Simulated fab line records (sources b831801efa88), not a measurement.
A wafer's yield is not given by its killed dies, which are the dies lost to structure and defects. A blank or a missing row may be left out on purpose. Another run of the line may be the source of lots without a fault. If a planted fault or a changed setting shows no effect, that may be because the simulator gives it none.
Matching of chambers ; flow sky130 ; SKY_CAP2M_CVD_00 on pecvd-02 has 3 sister chambers
The step deposits SiO2, target thk 15.5 nm. 6 wafers are shown with their chamber, then 7 later ones without.

== WAFERS, EACH WITH ITS CHAMBER ==
wafer;chamber;heater_power_w (W)
L920.6;2;755
L923.6;2;740
L927.2;0;618
L927.4;0;593
L929.3;1;953
L929.4;1;942

== WAFERS WITHOUT THEIR CHAMBER ==
wafer;heater_power_w (W)
L929.5;834
L933.3;819
L933.4;583
L933.5;798
L936.2;656
L936.3;836
L936.5;823

== EACH ONE'S CHAMBER ==
wafer;from the rows above;in truth
L929.5;2;2
L933.3;2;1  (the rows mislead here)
L933.4;0;0
L933.5;2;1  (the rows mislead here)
L936.2;0;0
L936.3;can't be placed: 2 or 1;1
L936.5;2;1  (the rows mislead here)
3 of 7 placed correctly. These rows do not allow placing 1 (true chamber among the candidates in 1). Number placed wrongly: 3.
How it was worked out, from the rows above alone: a wafer's distance from a chamber is the root of the sum, over the readings, of the square of ((its reading less the chamber's mean) divided by the reading's scatter). If the next closest chamber is less than 2 further off than the closest, the wafer can't be placed; otherwise it belongs to the closest. A chamber's mean is the mean of its shown wafers. The scatter: take each reading less its chamber's mean, square it, sum over the shown wafers, divide by the number of wafers less the number of chambers, and take the root.
